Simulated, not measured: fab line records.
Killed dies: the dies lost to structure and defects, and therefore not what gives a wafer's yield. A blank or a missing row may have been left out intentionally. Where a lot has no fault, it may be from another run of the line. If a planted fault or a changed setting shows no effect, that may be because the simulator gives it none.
Which of the tools did it?	flow sky130	Sampling: 13 lots, 39 wafers, 3 of 708 route steps

== WHAT THE GAUGES READ, wafer by wafer ==
SKY_LI_CONTACT_THK_MEAS_23: measures by xrf.
lot	measured	on	LI_CONTACT_W_THK (nm)
L219	day 29 02:35	film metro-03	405 407 400
L220	day 29 08:21	film metro-04	417 413 416
L222	day 30 12:36	film metro-04	412 421 413
L224	day 31 01:55	film metro-04	411 414 415
L225	day 31 13:33	film metro-04	415 406 410
L227	day 32 02:59	film metro-04	406 410 408
L232	day 33 11:44	film metro-01	401 408 405
L234	day 34 04:35	film metro-03	398 408 412
L235	day 34 05:36	film metro-03	399 399 411
L239	day 35 16:38	film metro-04	403 410 408
L240	day 35 23:46	film metro-04	409 415 411
L241	day 36 07:37	film metro-04	408 409 403
L242	day 36 12:47	film metro-04	405 409 414

SKY_CONTACT_THK_MEAS_26: measures by xrf.
lot	measured	on	CONTACT_W_THK (nm)
L219	day 31 14:01	film metro-02	341 342 343
L220	day 31 18:33	film metro-01	335 336 333
L222	day 32 22:20	film metro-01	338 337 331
L224	day 33 11:16	film metro-02	346 350 352
L225	day 33 22:45	film metro-02	350 347 352
L227	day 34 11:03	film metro-01	338 340 341
L232	day 35 18:57	film metro-02	335 340 334
L234	day 36 11:35	film metro-01	335 342 335
L235	day 36 13:08	film metro-01	334 334 335
L239	day 37 23:32	film metro-02	347 348 343
L240	day 38 05:52	film metro-02	349 346 344
L241	day 38 14:41	film metro-02	344 343 349
L242	day 38 19:33	film metro-01	339 345 341

== WHAT TOOL EACH LOT RAN ON (gives the tool, then ch and the chambers of the sampled wafers, and finally the start) ==
lot	SKY_NWELL_IMPLANT_12
L219	implanter-03 ch 0, day 4 16:31
L220	implanter-02 ch 0, day 4 17:39
L222	implanter-01 ch 0, day 5 08:50
L224	implanter-01 ch 0, day 5 19:23
L225	implanter-03 ch 0, day 6 01:40
L227	implanter-02 ch 0, day 6 12:52
L232	implanter-02 ch 0, day 7 17:38
L234	implanter-03 ch 0, day 8 05:13
L235	implanter-02 ch 0, day 8 08:59
L239	implanter-01 ch 0, day 9 11:10
L240	implanter-01 ch 0, day 9 15:40
L241	implanter-03 ch 0, day 9 21:41
L242	implanter-01 ch 0, day 10 04:40
- SKY_NWELL_IMPLANT_12

== AS READ BY THE TOOLS THEMSELVES (means over the sampled wafers that have a number; for cases with no such wafer, the mark the record gives instead) ==
SKY_NWELL_IMPLANT_12.
lot	tool	beam energy keV
L219	implanter-03	119.99
L220	implanter-02	120.01
L222	implanter-01	120.00
L224	implanter-01	119.99
L225	implanter-03	120.00
L227	implanter-02	120.00
L232	implanter-02	105.78
L234	implanter-03	119.99
L235	implanter-02	105.71
L239	implanter-01	120.05
L240	implanter-01	120.02
L241	implanter-03	120.00
L242	implanter-01	119.97

== THE ANSWER, worked out from the rows above alone ==
Rule: the usual values come from the lots themselves. The widest of any qualifying gaps counts: lots, ordered by their means at a reading, are off when they make up no more than a third of the lots, leave a main group of 4 or more, and stand apart from it by 3 or more times the standard deviation of that group's means. The tables above print the reading to a certain number of digits; a main group whose means all agree to those digits is not used. Also off: a lot with no number at a reading for which 4 or more lots have one. Where the step has rows for the other lots, those lots are counted as sound. First the gauges in route order, then the tools' own readings, where a lot's mean is used as printed above. The first step at which some lot is off is used, and at that step the reading that is off furthest; a lot without a number counts as furthest.
Off: L232, L235, at SKY_NWELL_IMPLANT_12 (beam energy keV). Mean 120.00 and standard deviation 0.019 in the main group.
If a tool, at that step or one of the process steps before it, ran each lot that is off and ran no sound lot following the first of them, it fits. One fits: SKY_NWELL_IMPLANT_12 on implanter-02. A fault onset in the window from L227 (day 6 12:52, its last sound lot) to L232 (day 7 17:38, its first lot off) fits.
On the lots that are off, the tool's own readings at SKY_NWELL_IMPLANT_12 differ by more than 5 times the standard deviation of the sound lots' means, which bears it out; beam energy keV reads 105.75 there versus 120.00 on the sound lots.

== WHAT THE SIMULATOR HAD PUT IN ==
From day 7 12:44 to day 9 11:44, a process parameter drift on implanter-02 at SKY_NWELL_IMPLANT_12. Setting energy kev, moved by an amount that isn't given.
Lots struck among those shown: L232, L235. The rule above reached the same finding.
